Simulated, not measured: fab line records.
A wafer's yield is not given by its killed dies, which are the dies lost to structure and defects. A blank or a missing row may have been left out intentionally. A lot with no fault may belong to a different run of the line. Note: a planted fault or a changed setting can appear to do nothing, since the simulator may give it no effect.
fab line records	flow sky130
record: lots: 6	wafers: 18	last_day: 50
route steps=708 shown METAL4@637 VIA4@639 PAD_OPEN@708
lots with no fault: from the same line, run without faults
start_h: the number of hours between the record's first day and the start of the first shown wafer of the lot	wait_h: how many hours have passed since the lot's step before this one	" unchanged from the row above	L1.1+2: a row that stands for several wafers	- value missing, or start not given	* or withheld: withheld	< > ~ a bound
route shown NAME@n: a module of which the file shows steps, and the number in the route of the first	usual: mean/standard deviation taken from wafers without a fault	same: alike in all rows	chamber/n: place in a boat	sites: each site's reading	_std_site: how widely they spread, as a standard deviation	_edge_site: the outer-site mean with the inner-site mean subtracted	radius_mm: for every site, how far away it sits from the centre of the wafer	mask NAME#n: copy n	behind: tool/chamber where the wafer was last shaped	hold: what put the lot on hold/how long, in hours/how the hold closed	device: whichever transistor did not switch (one of n, p or np)	end of line: tests run on the same wafers once the route is complete	a step given without rows: its recipe and nothing more	killed: dies lost to structure and defects at the first sort, not the wafer's yield	map: the dies of a wafer, with x for killed, . for not killed, _ for no die there
set.NAME: the run value of the setting; set.NAME@STEP: its run value at that earlier step	model.NAME: the simulator's own value behind a step, which no gauge read
lots at selected steps of the route; one table per step, one row per wafer
services: from which hour (start_h, from the record's first day; less than 0 if before it) a tool's chamber was out of use, for how many hours, and why
== steps ==
step: SKY_METAL4_CLEAN_21
recipe: chemistry: IPA	time_s: 180	temp_c: 25
step: SKY_METAL4_CLEAN_22
recipe: chemistry: O3/DIW	dry: n2_spin
step: SKY_VIA4_HDPCVD_00
recipe: material: SiO2	target_thk_nm: 1750	sigma_open_frac: 0.3	time_s: 298	temp_c: 400	sih4_flow_sccm: 60	pressure_mtorr: 6
step: SKY_VIA4_THK_MEAS_01
recipe: reads: SiO2_of_VIA4_HDPCVD_00
usual: VIA4_HDPCVD_THK: 1776/16
lot.wafer	tool	chamber	start_h	wait_h	VIA4_HDPCVD_THK[nm]
L998.1	film_metro-01	-	1027.50	0.1	1779
L998.2	"	-	"	"	1789
L998.5	"	-	"	"	1774
L102.1	film_metro-03	-	1052.11	0.1	1784
L102.2	"	-	"	"	1757
L102.5	"	-	"	"	1762
L104.1	film_metro-01	-	1073.20	0.1	1789
L104.2	"	-	"	"	1794
L104.5	"	-	"	"	1797
L105.1	film_metro-01	-	1078.80	0.1	1763
L105.3	"	-	"	"	1767
L105.4	"	-	"	"	1757
L108.3	film_metro-01	-	1103.11	0.1	1800
L108.4	"	-	"	"	1768
L108.6	"	-	"	"	1758
L112.1	film_metro-02	-	1113.34	0.2	1763
L112.3	"	-	"	"	1767
L112.5	"	-	"	"	1772
step: SKY_VIA4_CMP_02
recipe: material: SiO2	down_force_psi: 4	platen_rpm: 60	pad_velocity_m_s: 0.94248
usual: motor_current_A: 11.8/0.85	slurry_filter_dp_kPa: 13.49/0.13
lot.wafer	tool	chamber	start_h	wait_h	motor_current_A	slurry_filter_dp_kPa
L998.2	cmp-01	2	1027.66	0.1	12.3	13.56
L998.1	"	3	"	"	12.3	13.62
L998.5	"	1	"	"	12.5	13.49
L102.2	cmp-02	0	1052.17	0.0	11.5	13.56
L102.1	"	3	"	"	10.3	13.52
L102.5	"	0	"	"	11.2	13.46
L104.2	cmp-01	1	1073.31	0.1	12.4	13.50
L104.1	"	3	"	"	13.6	13.30
L104.5	"	1	"	"	12.7	13.55
L105.3	cmp-01	2	1078.93	0.1	11.5	13.21
L105.1	"	0	"	"	11.1	13.43
L105.4	"	1	"	"	12.1	13.57
L108.3	cmp-01	2	1103.15	0.0	11.9	13.50
L108.4	"	3	"	"	13.1	13.61
L108.6	"	3	"	"	12.1	13.65
L112.3	cmp-02	2	1113.45	0.1	11.3	13.44
L112.1	"	0	"	"	11.8	13.51
L112.5	"	2	"	"	12.3	13.42
step: SKY_VIA4_BOW_MEAS_03
recipe: mode: bow
usual: VIA4_BOW: 79/9.5
lot.wafer	tool	chamber	start_h	wait_h	VIA4_BOW[um]
L998.1	film_metro-02	-	1027.86	0.1	66
L998.2	"	-	"	"	81
L998.5	"	-	"	"	87
L102.1	film_metro-01	-	1052.47	0.1	76
L102.2	"	-	"	"	78
L102.5	"	-	"	"	85
L104.1	film_metro-02	-	1073.56	0.1	92
L104.2	"	-	"	"	93
L104.5	"	-	"	"	81
L105.1	film_metro-02	-	1079.23	0.1	70
L105.3	"	-	"	"	78
L105.4	"	-	"	"	77
L108.3	film_metro-01	-	1103.49	0.3	101
L108.4	"	-	"	"	90
L108.6	"	-	"	"	93
L112.1	film_metro-03	-	1113.70	0.1	83
L112.3	"	-	"	"	78
L112.5	"	-	"	"	81
step: SKY_VIA4_DEHYDRATE_04
recipe: temp_c: 200	time_s: 60
step: SKY_VIA4_HMDS_05
recipe: prime_time_s: 60	prime_temp_c: 120
step: SKY_VIA4_COAT_06
recipe: resist: NOVOLAK	spin_rpm: 3000	resist_thk_nm: 1140
step: SKY_VIA4_SOFTBAKE_07
recipe: temp_c: 90	time_s: 60	resist: NOVOLAK
step: SKY_VIA4_EXPOSE_08
recipe: mask_id: VIM4	na: 0.6	source_shape: conventional	sigma_outer: 0.6	polarization: unpolarized	target_cd_nm: 800	dose_mj: 132
step: SKY_VIA4_PEB_09
recipe: temp_c: withheld	time_s: *	resist: NOVOLAK
step: SKY_VIA4_DEVELOP_10
recipe: resist: NOVOLAK	developer: TMAH	develop_time_s: 60	dev_temp_c: 23
usual: resist_line_temp_C: 23.01/0.11
lot.wafer	tool	chamber	start_h	wait_h	resist_line_temp_C
L998.1	litho_track-01	0	1050.61	0.1	23.11
L998.2	"	0	"	"	23.10
L998.5	"	0	"	"	23.24
L102.1	litho_track-02	0	1074.21	0.1	22.85
L102.2	"	0	"	"	23.03
L102.5	"	0	"	"	23.02
L104.1	litho_track-02	0	1094.86	0.1	23.16
L104.2	"	0	"	"	23.21
L104.5	"	0	"	"	23.02
L105.1	litho_track-01	0	1099.61	0.1	22.92
L105.3	"	0	"	"	22.93
L105.4	"	0	"	"	23.04
L108.3	litho_track-01	0	1123.46	0.1	22.93
L108.4	"	0	"	"	22.94
L108.6	"	0	"	"	23.15
L112.1	litho_track-03	0	1132.68	0.1	23.06
L112.3	"	0	"	"	22.92
L112.5	"	0	"	"	23.00
step: SKY_VIA4_OVL_MEAS_11
usual: VIA4_OVL: -1.1/1.4
lot.wafer	tool	chamber	start_h	wait_h	VIA4_OVL[nm]
L998.1	overlay-02	-	1050.76	0.1	-0.1
L998.2	"	-	"	"	-2.2
L998.5	"	-	"	"	-1.2
L102.1	overlay-01	-	1074.36	0.1	-1.1
L102.2	"	-	"	"	-0.6
L102.5	"	-	"	"	-0.5
L104.1	overlay-02	-	1095.01	0.1	-4.4
L104.2	"	-	"	"	-2.3
L104.5	"	-	"	"	-3.1
L105.1	overlay-02	-	1099.76	0.1	-0.6
L105.3	"	-	"	"	-1.1
L105.4	"	-	"	"	-0.9
L108.3	overlay-02	-	1123.58	0.1	-1.2
L108.4	"	-	"	"	0.9
L108.6	"	-	"	"	-0.5
L112.1	overlay-02	-	1132.83	0.1	0.0
L112.3	"	-	"	"	-0.6
L112.5	"	-	"	"	-0.5
step: SKY_VIA4_ETCH_12
recipe: target: SiO2	chemistry: C4F8/O2/Ar	stop_on: TiN	mask_material: NOVOLAK	source_w: 1500	bias_w: 1153	pressure_mtorr: 40	c4f8_flow_sccm: withheld	O2_flow_sccm: 6	Ar_flow_sccm: 300	time_s: withheld	target_depth_a: 5800
usual: bias_w: 1153/3.5	oes_product_au: 0.926/0.0043
lot.wafer	tool	chamber	start_h	wait_h	bias_w	oes_product_au	model.VIA4.cd_nm
L998.1	rie_diel-03	0	1050.80	0.0	1151	0.926	802.1
L998.2	"	2	"	"	1161	0.926	803.3
L998.5	"	3	"	"	1152	0.919	802.6
L102.1	rie_diel-02	0	1074.39	0.0	1149	0.926	813.2
L102.2	"	1	"	"	1151	0.924	815.9
L102.5	"	2	"	"	1147	0.926	812.3
L104.1	rie_diel-03	2	1095.04	0.0	1153	0.926	814.7
L104.2	"	3	"	"	1158	0.924	817.8
L104.5	"	2	"	"	1153	0.929	815
L105.1	rie_diel-02	3	1099.80	0.0	1151	0.925	803
L105.3	"	1	"	"	1154	0.927	803.3
L105.4	"	0	"	"	1154	0.929	801.4
L108.3	rie_diel-03	2	1123.60	0.0	1153	0.931	798.7
L108.4	"	1	"	"	1157	0.926	799.6
L108.6	"	1	"	"	1158	0.917	799.1
L112.1	rie_diel-02	3	1132.86	0.0	1144	0.929	802.2
L112.3	"	1	"	"	1148	0.919	801.8
L112.5	"	0	"	"	1160	0.927	801
step: SKY_VIA4_STRIP_13
recipe: chemistry: O2/N2	power_w: 1400	pressure_mtorr: 1500	platen_temp_c: withheld	o2_flow_sccm: 3000	n2_flow_sccm: 300	overash_fraction: 0.5
usual: drypump_motor_current_A: 5.6/0.52	oes_product_au: 0.709/0.0045	strip_time_to_endpoint_s: 12.81/0.032
lot.wafer	tool	chamber	start_h	wait_h	drypump_motor_current_A	oes_product_au	rf_hours_counter_h	strip_time_to_endpoint_s
L998.1	plasma_asher-02	1	1050.87	-	6.1	0.709	30	12.82
L998.2	"	0	"	"	5.7	0.715	30	12.81
L998.5	"	1	"	"	6.1	0.712	-	12.79
L102.1	plasma_asher-04	0	1074.47	-	6.2	0.713	61	12.83
L102.2	"	1	"	"	4.8	0.711	61	12.79
L102.5	"	0	"	"	6.2	0.711	-	12.77
L104.1	plasma_asher-03	1	1095.12	-	5.4	0.700	95	12.82
L104.2	"	0	"	"	5.3	0.718	95	12.74
L104.5	"	1	"	"	5.5	0.708	-	12.79
L105.1	plasma_asher-04	0	1099.87	-	6.2	0.718	64	12.82
L105.3	"	1	"	"	4.8	0.710	-	12.80
L105.4	"	0	"	"	6.3	0.713	-	12.80
L108.3	plasma_asher-03	1	1123.71	-	5.4	0.712	-	12.79
L108.4	"	0	"	"	5.3	0.704	-	12.79
L108.6	"	0	"	"	5.3	0.707	-	12.79
L112.1	plasma_asher-03	0	1132.94	-	5.3	0.707	98	12.80
L112.3	"	1	"	"	5.5	0.710	-	12.80
L112.5	"	1	"	"	5.4	0.702	-	12.76
step: SKY_PAD_OPEN_PROBE_99
usual: defect_limited_yield: 82.6/1.9	killed_at_M0_to_M3: 43/7.1	killed_at_M4_up: 3.0/1.6	killed_at_contacts: 24/5.3	killed_at_front_end: 16/4.1	killed_at_other: 0.5/0.82	killed_dies: 86/9.4	killed_open: 46/6.9	killed_short: 39/6.5	sort_bin_3_pad_short: 0.9/0.45	sort_bin_5_function: 10.3/1.5	sort_bin_6_memory: 6.2/1.1	sort_n_pass: 406/9.4	sort_yield_pct: 82.6/1.9
same: gross_dies: 492	killed_at_back_side: 0	sort_bin_4_leakage[%]: 0	sort_bin_8_speed[%]: 0
lot.wafer	tool	chamber	start_h	wait_h	defect_limited_yield[%]	killed_at_M0_to_M3	killed_at_M4_up	killed_at_contacts	killed_at_front_end	killed_at_other	killed_dies	killed_open	killed_short	sort_bin_3_pad_short[%]	sort_bin_5_function[%]	sort_bin_6_memory[%]	sort_n_pass	sort_yield_pct[%]
L998.1	prober-01	-	1118.78	0.1	80.1	51	3	24	20	0	98	54	44	0.8	11.8	7.3	394	80.1
L998.2	prober-01	-	1118.83	0.1	83.9	44	2	19	14	0	79	38	41	1.6	9.1	5.3	413	83.9
L998.5	prober-01	-	1118.98	0.2	81.1	50	2	28	12	1	93	47	46	0.8	12.4	5.7	399	81.1
L108.4	prober-02	-	1181.67	0.2	83.3	35	4	31	11	1	82	47	35	0.6	9.8	6.3	410	83.3
killed by level:class
L998.1 CONTACT:geometric_particle:open=9 VIA1:geometric_particle:open=8 VIA2:geometric_particle:open=7 METAL2:geometric_particle:short=6 VIA3:geometric_particle:open=6 FIELD_ISO:geometric_particle:open=5 LI_CONTACT:geometric_particle:open=5 LOCAL_INTERCONNECT:geometric_particle:short=5
L998.2 VIA1:geometric_particle:open=8 VIA2:geometric_particle:open=7 CONTACT:geometric_particle:open=6 METAL1:geometric_particle:short=6 VIA2:geometric_particle:short=5 VIA3:geometric_particle:open=5 POLY_GATE:geometric_particle:short=4 LI_CONTACT:geometric_particle:open=4
L998.5 METAL1:geometric_particle:short=10 VIA3:geometric_particle:open=9 LI_CONTACT:geometric_particle:open=8 CONTACT:geometric_particle:open=8 LI_CONTACT:geometric_particle:short=6 VIA1:geometric_particle:open=6 METAL2:geometric_particle:short=6 VIA1:geometric_particle:short=6
L108.4 LI_CONTACT:geometric_particle:open=11 CONTACT:geometric_particle:open=9 VIA3:geometric_particle:open=9 LOCAL_INTERCONNECT:geometric_particle:short=5 METAL2:geometric_particle:short=5 METAL1:geometric_particle:short=4 VIA1:geometric_particle:open=4 VIA3:geometric_particle:short=4
== services ==
tool	chamber	start_h	hours	kind
rie_diel-02	0	1006.09	4.9	repair
cmp-02	-	1022.08	1.4	repair
rie_diel-02	3	1034.25	-	clean
rie_diel-02	3	1034.25	21.4	scheduled_down
rie_diel-02	3	1034.25	21.4	vent_cycle
cmp-01	-	1040.37	1.5	repair
cmp-02	-	1046.99	1.3	repair
cmp-01	-	1062.29	2.8	repair
rie_diel-03	3	1070.67	4.6	repair
cmp-02	-	1077.78	4.0	pm
cmp-01	-	1081.48	1.2	repair
cmp-01	-	1084.00	4.0	pm
cmp-01	-	1088.00	-	consumable_replace:conditioner
cmp-01	-	1088.00	-	consumable_replace:pad
cmp-01	-	1110.09	0.9	repair
== key ==
first_sign none at tools or gauges
model_effect: step: SKY_VIA4_ETCH_12	value: VIA4.cd_nm	without: 801.3	struck: 814.8
met_at SKY_VIA4_DEVELOP_10
struck_wafers L102.1,L102.2,L102.5,L104.1,L104.2,L104.5
fault: kind: process_parameter_drift	tool: litho_track-02	chamber: -	onset_h: 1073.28	steps: SKY_VIA4_DEVELOP_10	channel: develop_time_s	offset: *	shape: step	end_h: 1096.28	acts_in: *	stated: *
